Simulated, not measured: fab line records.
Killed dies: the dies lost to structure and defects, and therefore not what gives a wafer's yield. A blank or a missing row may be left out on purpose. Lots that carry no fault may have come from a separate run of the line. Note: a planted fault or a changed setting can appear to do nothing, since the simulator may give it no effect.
fab line records | flow sky130
[record] lots = 13 wafers = 38 last_day = 50
route steps=708 shown RES_XHIGH@340 SD_N@349 METAL1@434 VIA1@472
lots with no fault: from the same line, run without faults
start_h: hours from the record's opening day to when the first of the lot's shown wafers began | wait_h: hours from the lot's prior step to this one | " identical to the entry in the row above | L1.1+2: several wafers, shown together as one row | - no value, or no start given | * or withheld: withheld | < > ~ a bound
route shown NAME@n: NAME is a module with steps in the file, n the number in the route of the first one | usual: mean/standard deviation taken from wafers without a fault | same: alike in all rows | chamber/n: place in a boat | sites: readings site by site | _std_site: the standard deviation of these | _edge_site: inner sites' mean taken away from outer sites' mean | radius_mm: how far each site lies from the wafer's centre | mask NAME#n: copy n | behind: tool/chamber where the wafer was last shaped | hold: why the lot went on hold/how many hours it stayed there/how the hold came to an end | device: the n, p or np transistor that did not switch | end of line: at the end of the route, the tests of the same wafers | where a step has no rows: the recipe by itself | killed: the dies lost at the first sort to structure and to defects; this is not the yield of the wafer | map: a wafer's dies, x killed, . not, _ none there
set.NAME: the run value of the setting; set.NAME@STEP: its run value at that earlier step | model.NAME: the simulator's own value behind a step, which no gauge read
route steps across a sampled set of lots; one table per step, one row per wafer
services: when a tool's chamber went out of use (start_h, in hours from the record's first day, below 0 if earlier), for how many hours, and the reason
[[steps]]
[step SKY_RES_XHIGH_STRIP_08]
[recipe] chemistry = O2/N2 power_w = 1400 pressure_mtorr = 1500 platen_temp_c = withheld o2_flow_sccm = 3000 n2_flow_sccm = 300 overash_fraction = 0.5
[usual] drypump_motor_current_A = 5.7/0.41 oes_product_au = 0.711/0.0046 strip_time_to_endpoint_s = 14.28/0.042
// columns lot.wafer tool chamber start_h wait_h drypump_motor_current_A oes_product_au rf_hours_counter_h strip_time_to_endpoint_s
L196.1 plasma_asher-04 1 651.30 0.1 6.0 0.715 101 14.25
L196.3 " 1 " " 6.0 0.717 - 14.28
L196.6 " 1 " " 6.0 0.709 - 14.25
L197.1 plasma_asher-03 0 652.54 0.1 6.2 0.711 85 14.28
L197.4 " 1 " " 5.6 0.707 - 14.27
L197.5 " 0 " " 6.2 0.712 - 14.27
L199.2 plasma_asher-04 1 674.05 0.1 6.0 0.719 104 14.19
L199.5 " 0 " " 5.2 0.704 - 14.19
L199.6 " 1 " " 6.0 0.711 - 14.24
L198.1 plasma_asher-03 0 675.04 0.1 6.2 0.712 87 14.31
L198.4 " 1 " " 5.6 0.713 - 14.28
L198.5 " 0 " " 6.2 0.713 - 14.25
L201.1 plasma_asher-02 1 677.90 0.1 5.9 0.720 53 14.27
L201.4 " 0 " " 4.8 0.707 - 14.26
L201.5 " 1 " " 5.9 0.701 - 14.29
L203.1 plasma_asher-04 1 705.25 0.1 6.0 0.714 107 14.22
L203.3 " 0 " " 5.2 0.717 - 14.20
L205.3 plasma_asher-04 0 715.34 0.1 5.2 0.711 - 14.25
L205.5 " 0 " " 5.2 0.711 - 14.29
L205.6 " 1 " " 6.0 0.710 - 14.27
L211.3 plasma_asher-04 0 749.63 0.1 5.2 0.708 - 14.37
L211.5 " 1 " " 6.0 0.715 - 14.39
L211.6 " 0 " " 5.2 0.711 - 14.37
L212.2 plasma_asher-03 1 755.20 0.1 5.6 0.706 94 14.25
L212.4 " 0 " " 6.1 0.719 - 14.22
L212.5 " 0 " " 6.1 0.711 - 14.25
L214.1 plasma_asher-03 0 769.75 0.1 6.2 0.714 95 14.30
L214.4 " 1 " " 5.6 0.709 - 14.31
L214.5 " 1 " " 5.6 0.707 - 14.31
L216.2 plasma_asher-04 0 779.05 0.1 5.2 0.716 3 14.25
L216.4 " 0 " " 5.2 0.720 - 14.26
L216.5 " 1 " " 6.0 0.709 - 14.26
L217.1 plasma_asher-03 0 791.00 0.1 6.2 0.715 97 14.22
L217.3 " 0 " " 6.1 0.721 - 14.27
L217.5 " 0 " " 6.1 0.706 - 14.25
L219.1 plasma_asher-03 0 799.25 0.1 6.1 0.708 98 14.23
L219.2 " 1 " " 5.6 0.710 98 14.26
L219.6 " 0 " " 6.2 0.711 - 14.26
[step SKY_SD_N_CD_MEAS_07]
[recipe] target_cd_nm = 380
[usual] cd_nm = 380.1/2
// columns lot.wafer tool chamber start_h wait_h cd_nm
L196.1 cd_sem-02 - 676.29 0.1 381.5
L196.3 " - " " 382.8
L196.6 " - " " 380.8
L197.1 cd_sem-02 - 676.85 0.1 380.9
L197.4 " - " " 376.8
L197.5 " - " " 378.1
L199.2 cd_sem-02 - 703.08 0.2 377.5
L199.5 " - " " 377.1
L199.6 " - " " 379.5
L198.1 cd_sem-01 - 703.36 0.2 379.1
L198.4 " - " " 378.7
L198.5 " - " " 378.9
L201.1 cd_sem-01 - 706.35 0.1 383.0
L201.4 " - " " 382.8
L201.5 " - " " 381.4
L203.1 cd_sem-02 - 732.49 0.1 384.4
L203.3 " - " " 382.8
L205.3 cd_sem-02 - 741.69 0.1 378.6
L205.5 " - " " 381.3
L205.6 " - " " 383.3
L211.3 cd_sem-02 - 776.09 0.1 383.7
L211.5 " - " " 384.0
L211.6 " - " " 385.6
L212.2 cd_sem-02 - 781.62 0.1 382.0
L212.4 " - " " 381.0
L212.5 " - " " 376.9
L214.1 cd_sem-02 - 794.75 0.1 381.6
L214.4 " - " " 380.0
L214.5 " - " " 379.8
L216.2 cd_sem-01 - 805.57 0.1 376.0
L216.4 " - " " 378.9
L216.5 " - " " 376.8
L217.1 cd_sem-01 - 817.70 0.1 377.5
L217.3 " - " " 379.1
L217.5 " - " " 377.6
L219.1 cd_sem-02 - 825.50 0.1 381.8
L219.2 " - " " 380.0
L219.6 " - " " 381.9
[step SKY_METAL1_SPUTTER_00]
[recipe] material = Ti target_thk_nm = 15 power_w = 3000 time_s = 10 chamber_pressure_pa = 0.4
[usual] throttle_valve_pct = 30.5/0.72
// columns lot.wafer tool chamber start_h wait_h throttle_valve_pct
L196.1 pvd_sputter-04 - 765.38 0.2 29.9
L196.3 " - " " 30.5
L196.6 " - " " 30.8
L197.1 pvd_sputter-02 - 766.03 0.1 32.0
L197.4 " - " " 31.5
L197.5 " - " " 30.8
L199.2 pvd_sputter-02 - 788.87 0.1 31.5
L199.5 " - " " 29.7
L199.6 " - " " 30.7
L198.1 pvd_sputter-02 - 790.58 0.1 29.7
L198.4 " - " " 31.5
L198.5 " - " " 31.4
L201.1 pvd_sputter-02 - 793.43 0.2 30.5
L201.4 " - " " 32.3
L201.5 " - " " 31.7
L203.1 pvd_sputter-03 - 819.47 0.2 31.0
L203.3 " - " " 30.1
L205.3 pvd_sputter-04 - 826.84 0.1 30.6
L205.5 " - " " 30.1
L205.6 " - " " 30.3
L211.3 pvd_sputter-02 - 859.22 0.2 29.8
L211.5 " - " " 30.6
L211.6 " - " " 32.0
L212.2 pvd_sputter-02 - 867.34 0.2 30.8
L212.4 " - " " 29.9
L212.5 " - " " 30.7
L214.1 pvd_sputter-02 - 879.58 0.1 29.8
L214.4 " - " " 32.1
L214.5 " - " " 30.7
L216.2 pvd_sputter-04 - 889.42 0.1 30.4
L216.4 " - " " 30.3
L216.5 " - " " 30.1
L217.1 pvd_sputter-04 - 901.52 0.1 30.3
L217.3 " - " " 30.6
L217.5 " - " " 30.2
L219.1 pvd_sputter-04 - 909.98 0.2 30.2
L219.2 " - " " 30.1
L219.6 " - " " 30.2
[step SKY_VIA1_ETCH_14]
[recipe] chemistry = N2/H2 target = BARC ion_energy_ev = 200 source_w = 500 bias_w = 100 pressure_mtorr = 30 n2_flow_sccm = 100 h2_flow_sccm = 200 stop_on = SiO2 time_s = 45.9 target_depth_a = 600
[usual] drypump_motor_current_A = 5.8/0.48 oes_product_au = 0.855/0.0042 run_length_s = 74.2/0.46 throttle_valve_pct = 13.224/0.009
// columns lot.wafer tool chamber start_h wait_h drypump_motor_current_A oes_product_au rf_hours_counter_h run_length_s throttle_valve_pct
L196.1 rie_diel-01 0 820.15 0.0 6.7 0.857 12 73.7 13.229
L196.3 " 1 " " 5.3 0.850 6 73.9 13.237
L196.6 " 1 " " 5.3 0.860 - 74.4 13.215
L197.1 rie_diel-04 2 821.40 0.0 5.9 0.844 21 73.7 13.224
L197.4 " 0 " " 5.2 0.855 16 73.6 13.229
L197.5 " 1 " " 5.7 0.862 - 74.7 13.225
L199.2 rie_diel-04 0 843.55 0.0 5.2 0.853 17 73.8 13.218
L199.5 " 3 " " 5.5 0.864 - 74.5 13.240
L199.6 " 2 " " 5.9 0.857 - 73.6 13.223
L198.1 rie_diel-01 0 845.40 0.0 6.6 0.850 13 73.9 13.226
L198.4 " 2 " " 5.5 0.858 8 74.2 13.208
L198.5 " 0 " " 6.7 0.859 - 73.3 13.227
L201.1 rie_diel-01 2 848.60 0.0 5.5 0.852 8 74.0 13.236
L201.4 " 1 " " 5.3 0.853 7 73.9 13.235
L201.5 " 2 " " 5.5 0.855 - 74.0 13.219
L203.1 rie_diel-01 3 874.67 0.0 5.5 1.005 10 67.2 13.261
L203.3 " 2 " " 5.5 1.003 9 66.3 13.229
L205.3 rie_diel-02 2 881.31 0.0 5.8 0.843 6 74.6 13.237
L205.5 " 3 " " 6.5 0.860 - 74.5 13.221
L205.6 " 2 " " 5.8 0.857 - 74.4 13.236
L211.3 rie_diel-02 0 911.80 0.0 5.2 0.858 8 74.1 13.228
L211.5 " 2 " " 5.8 0.852 - 74.2 13.221
L211.6 " 1 " " 6.3 0.855 - 74.1 13.228
L212.2 rie_diel-04 1 920.31 0.0 5.7 0.851 10 74.9 13.213
L212.4 " 3 " " 5.5 0.853 8 74.4 13.223
L212.5 " 3 " " 5.5 0.849 - 74.6 13.210
L214.1 rie_diel-02 1 931.70 0.0 6.3 0.855 8 73.9 13.217
L214.4 " 3 " " 6.5 0.855 8 74.2 13.222
L214.5 " 1 " " 6.3 0.855 - 73.8 13.236
L216.2 rie_diel-02 1 940.11 0.0 6.3 0.858 8 74.1 13.231
L216.4 " 2 " " 5.8 0.860 7 74.5 13.229
L216.5 " 2 " " 5.8 0.859 - 74.6 13.227
L217.1 rie_diel-04 1 951.35 0.0 5.7 0.855 11 75.1 13.225
L217.3 " 1 " " 5.7 0.859 - 74.7 13.222
L217.5 " 2 " " 5.9 0.851 - 73.9 13.237
L219.1 rie_diel-02 0 960.26 0.0 5.2 0.853 9 74.4 13.231
L219.2 " 3 " " 6.5 0.852 8 74.7 13.230
L219.6 " 2 " " 5.8 0.860 - 74.2 13.234
[step SKY_VIA1_STRIP_16]
[recipe] chemistry = O2/N2 power_w = 1400 pressure_mtorr = 1500 platen_temp_c = withheld o2_flow_sccm = 3000 n2_flow_sccm = 300 overash_fraction = 0.5
[usual] drypump_motor_current_A = 5.7/0.51 oes_product_au = 0.416/0.0047 strip_time_to_endpoint_s = 4.457/0.017
// columns lot.wafer tool chamber start_h wait_h drypump_motor_current_A oes_product_au rf_hours_counter_h strip_time_to_endpoint_s
L196.1 plasma_asher-01 1 820.24 0.0 6.2 0.420 37 4.449
L196.3 " 0 " " 5.3 0.413 - 4.453
L196.6 " 1 " " 6.2 0.414 - 4.462
L197.1 plasma_asher-01 1 821.49 0.0 6.2 0.424 37 4.467
L197.4 " 0 " " 5.3 0.415 - 4.456
L197.5 " 0 " " 5.2 0.422 - 4.462
L199.2 plasma_asher-03 1 843.64 0.0 5.6 0.409 101 4.478
L199.5 " 1 " " 5.6 0.411 - 4.501
L199.6 " 0 " " 6.2 0.411 - 4.444
L198.1 plasma_asher-03 0 845.49 0.0 6.1 0.421 102 4.430
L198.4 " 0 " " 6.1 0.413 - 4.447
L198.5 " 0 " " 6.1 0.421 - 4.423
L201.1 plasma_asher-01 0 848.69 0.0 5.3 0.407 41 4.459
L201.4 " 1 " " 6.2 0.414 - 4.460
L201.5 " 1 " " 6.2 0.414 - 4.437
L203.1 plasma_asher-03 1 874.76 0.0 5.6 0.419 105 4.520
L203.3 " 0 " " 6.1 0.418 - 4.521
L205.3 plasma_asher-03 0 881.43 0.1 6.2 0.414 - 4.451
L205.5 " 1 " " 5.6 0.414 - 4.447
L205.6 " 0 " " 6.2 0.414 - 4.443
L211.3 plasma_asher-01 0 911.92 0.1 5.3 0.408 - 4.436
L211.5 " 1 " " 6.2 0.413 - 4.446
L211.6 " 0 " " 5.3 0.420 - 4.442
L212.2 plasma_asher-01 0 920.40 0.0 5.3 0.415 49 4.464
L212.4 " 0 " " 5.2 0.408 - 4.466
L212.5 " 0 " " 5.3 0.426 - 4.474
L214.1 plasma_asher-02 0 931.79 0.0 4.8 0.414 76 4.461
L214.4 " 1 " " 5.9 0.418 - 4.454
L214.5 " 0 " " 4.8 0.414 - 4.470
L216.2 plasma_asher-01 1 940.20 0.0 6.2 0.412 50 4.440
L216.4 " 0 " " 5.2 0.421 - 4.449
L216.5 " 0 " " 5.3 0.419 - 4.456
L217.1 plasma_asher-03 1 951.48 0.0 5.6 0.415 113 4.481
L217.3 " 0 " " 6.1 0.415 - 4.464
L217.5 " 0 " " 6.1 0.414 - 4.472
L219.1 plasma_asher-02 1 960.35 0.0 5.9 0.414 79 4.488
L219.2 " 0 " " 4.8 0.416 79 4.475
L219.6 " 0 " " 4.8 0.425 - 4.468
[[services]]
// columns tool chamber start_h hours kind
rie_diel-01 - 640.00 1.0 repair
pvd_sputter-02 - 679.94 4.6 repair
pvd_sputter-04 - 681.63 3.5 repair
pvd_sputter-02 - 682.29 22.0 repair
pvd_sputter-02 - 700.22 2.5 repair
rie_diel-04 0 718.59 6.2 repair
rie_diel-01 - 719.57 2.5 repair
plasma_asher-03 - 732.74 14.6 pm
rie_diel-02 0 732.78 5.4 repair
plasma_asher-04 - 733.75 9.0 pm
pvd_sputter-02 - 736.24 3.4 repair
rie_diel-04 3 739.18 6.5 repair
plasma_asher-04 - 742.75 2.8 pm
rie_diel-04 0 754.07 1.3 repair
rie_diel-04 - 754.43 0.2 repair
plasma_asher-03 - 812.74 8.1 repair
pvd_sputter-04 - 819.20 1.4 repair
rie_diel-02 2 827.57 9.4 repair
plasma_asher-03 - 840.18 2.8 pm
plasma_asher-04 - 883.22 0.8 repair
pvd_sputter-02 - 924.80 1.3 repair
rie_diel-04 3 946.87 6.0 repair
rie_diel-02 3 947.82 7.6 repair
rie_diel-04 0 951.33 2.6 repair
[[key]]
[first_sign] step = SKY_VIA1_ETCH_14 reading = oes_product_au direction = up sigmas = 35 usual = 0.855 struck = 1.004
[effect] step = SKY_VIA1_ETCH_14 reading = run_length_s direction = down sigmas = 16 usual = * struck = *
[effect] step = SKY_VIA1_STRIP_16 reading = strip_time_to_endpoint_s direction = up sigmas = 3.8 usual = * struck = *
met_at SKY_VIA1_ETCH_14
struck_lots L203
struck_wafers L203.1,L203.3
sort_left_out L203.1,L203.3
not_acting_at SKY_RES_XHIGH_STRIP_08,SKY_SD_N_CD_MEAS_07,SKY_METAL1_SPUTTER_00
onset_between 848.60 874.67
[fault] kind = process_parameter_drift tool = rie_diel-01 chamber = - onset_h = 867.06 steps = SKY_VIA1_ETCH_14 channel = time_s offset = * shape = step end_h = 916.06 scope = struck_wafers_only acts_in = * stated = *
// sort_left_out: the simulated sort isn't trusted on such a fault, so these wafers' sort isn't shown, and their yield isn't known
